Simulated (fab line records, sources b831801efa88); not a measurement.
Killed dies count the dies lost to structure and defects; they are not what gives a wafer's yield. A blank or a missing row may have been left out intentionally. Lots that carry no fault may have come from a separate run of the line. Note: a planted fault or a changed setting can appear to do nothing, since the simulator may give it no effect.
Which of the tools did it? -- flow gf180mcu -- 38 wafers from 13 lots sampled at 4 of the route's 602 steps

WHAT THE GAUGES SHOWED, per wafer
GF_V1_BOW_MEAS_05. Usual: for V1_BOW the level is 83 um and the standard deviation is 7.2.
lot,measured,on,V1_BOW (um),flag
L980,day 17 04:25,film_metro-04,83 78 83,
L982,day 18 00:47,film_metro-04,85 86 88,
L983,day 18 03:28,film_metro-04,90 80 83,
L985,day 19 02:39,film_metro-01,77 72 81,
L987,day 19 15:58,film_metro-02,91 79 80,
L989,day 20 15:35,film_metro-01,89 82 95,
L990,day 21 00:25,film_metro-01,73 80 96,
L994,day 22 05:17,film_metro-04,85 86,
L996,day 23 05:50,film_metro-01,90 80 85,
L100,day 24 06:43,film_metro-01,77 85 83,
L101,day 24 14:56,film_metro-01,85 95 90,
L102,day 25 03:14,film_metro-01,81 90 92,
L103,day 25 05:26,film_metro-01,84 85 78,

GF_V1_OVL_MEAS_15. Usual: for V1_OVL the level is 0 nm and the standard deviation is 5.4.
lot,measured,on,V1_OVL (nm),flag
L980,day 18 03:39,overlay-02,-4 -4 -1,
L982,day 19 00:43,overlay-01,-1 -6 -1,
L983,day 19 03:56,overlay-01,2 0 -3,
L985,day 20 03:28,overlay-02,9 12 9,
L987,day 20 15:52,overlay-02,2 -1 4,
L989,day 21 15:50,overlay-01,-5 -7 -9,
L990,day 22 00:14,overlay-02,-4 0 -3,
L994,day 23 04:23,overlay-02,-6 -11,
L996,day 24 04:20,overlay-02,4 6 9,
L100,day 25 05:02,overlay-01,0 0 7,
L101,day 25 12:50,overlay-02,7 3 0,
L102,day 25 23:48,overlay-01,11 10 6,
L103,day 26 02:26,overlay-01,-3 -2 1,

EACH LOT AND THE TOOL THAT RAN IT (in order: tool; ch and the chambers of the sampled wafers; start)
lot,GF_SALICIDE_RTA_08,GF_V1_CMP_04
L980,"rtp_anneal-02 ch 0, day 15 04:01","cmp-01 ch 1,2, day 17 04:08"
L982,"rtp_anneal-01 ch 0, day 15 22:28","cmp-02 ch 0,1, day 18 00:29"
L983,"rtp_anneal-01 ch 0, day 16 01:42","cmp-01 ch 1,3, day 18 03:13"
L985,"rtp_anneal-02 ch 0, day 16 23:53","cmp-01 ch 0,1,3, day 19 02:30"
L987,"rtp_anneal-02 ch 0, day 17 13:53","cmp-02 ch 0,1, day 19 15:43"
L989,"rtp_anneal-02 ch 0, day 18 10:41","cmp-01 ch 1,2, day 20 15:15"
L990,"rtp_anneal-02 ch 0, day 18 20:32","cmp-01 ch 1,2,3, day 21 00:10"
L994,"rtp_anneal-02 ch 0, day 20 03:01","cmp-01 ch 1,2, day 22 05:04"
L996,"rtp_anneal-02 ch 0, day 21 03:43","cmp-02 ch 0,1,2, day 23 05:34"
L100,"rtp_anneal-01 ch 0, day 22 05:56","cmp-02 ch 0,1,3, day 24 06:30"
L101,"rtp_anneal-02 ch 0, day 22 14:03","cmp-02 ch 0,1,2, day 24 14:47"
L102,"rtp_anneal-01 ch 0, day 23 03:25","cmp-01 ch 1,2,3, day 25 02:59"
L103,"rtp_anneal-01 ch 0, day 23 05:19","cmp-01 ch 0,2,3, day 25 05:16"
- GF_SALICIDE_RTA_08: time 30 s.
- GF_V1_CMP_04: polishes SiO2.

WHAT THE TOOLS THEMSELVES READ (means of the sampled wafers that have a number; where no wafer has one, the mark that the record gives instead)
GF_SALICIDE_RTA_08. Usual: lamp_power_pct 17.5 %, standard deviation 0.42; wafer_temp_C_max 803.1, standard deviation 1.1.
lot,tool,lamp_power_pct (%),wafer_temp_C_max,flag
L980,rtp_anneal-02,17.2,802.3,
L982,rtp_anneal-01,18.0,804.4,
L983,rtp_anneal-01,18.0,804.7,
L985,rtp_anneal-02,17.2,801.4,
L987,rtp_anneal-02,17.1,802.1,
L989,rtp_anneal-02,17.2,802.3,
L990,rtp_anneal-02,17.2,802.8,
L994,rtp_anneal-02,17.2,802.4,
L996,rtp_anneal-02,17.2,802.6,
L100,rtp_anneal-01,18.0,804.2,
L101,rtp_anneal-02,17.2,802.7,
L102,rtp_anneal-01,18.1,804.5,
L103,rtp_anneal-01,18.1,805.5,

GF_V1_CMP_04. Usual: head_pressure_psi 4.000 psi, standard deviation 0.0083; motor_current_A 12.1 A, standard deviation 1.4; slurry_filter_dp_kPa 13.49 kPa, standard deviation 0.14; time_to_endpoint_s 82 s, standard deviation 5.6.
lot,tool,head_pressure_psi (psi),motor_current_A (A),slurry_filter_dp_kPa (kPa),time_to_endpoint_s (s),flag
L980,cmp-01,3.995,11.0,13.52,76,
L982,cmp-02,4.009,12.3,13.38,84,
L983,cmp-01,4.000,12.2,13.49,89,
L985,cmp-01,4.004,12.6,13.37,82,
L987,cmp-02,3.991,13.5,13.52,73,
L989,cmp-01,4.006,11.3,13.44,85,
L990,cmp-01,3.998,12.1,13.54,77,
L994,cmp-01,3.985,11.2,13.52,90,
L996,cmp-02,3.999,12.4,13.46,83,
L100,cmp-02,3.998,12.4,13.48,80,
L101,cmp-02,3.999,12.8,13.64,82,
L102,cmp-01,4.005,12.4,13.65,81,
L103,cmp-01,4.000,12.4,13.36,82,

THE ANSWER, worked out from the rows above alone
Rule: lot off if the mean of its wafers having a number is beyond 3 standard deviations from the usual mean. Also off: a lot with no number at a reading for which 4 or more lots have one. The other lots that the step has rows for count as sound. The gauges are gone through in route order, then the tools' own readings, and for those a lot's mean is taken as printed above. At the first step where some lot is off, the reading lying furthest off is the one used; lots without a number count as furthest.
No lot is off on any of the readings shown, so nothing can be concluded from this.

WHAT HAD BEEN PUT IN BY THE SIMULATOR
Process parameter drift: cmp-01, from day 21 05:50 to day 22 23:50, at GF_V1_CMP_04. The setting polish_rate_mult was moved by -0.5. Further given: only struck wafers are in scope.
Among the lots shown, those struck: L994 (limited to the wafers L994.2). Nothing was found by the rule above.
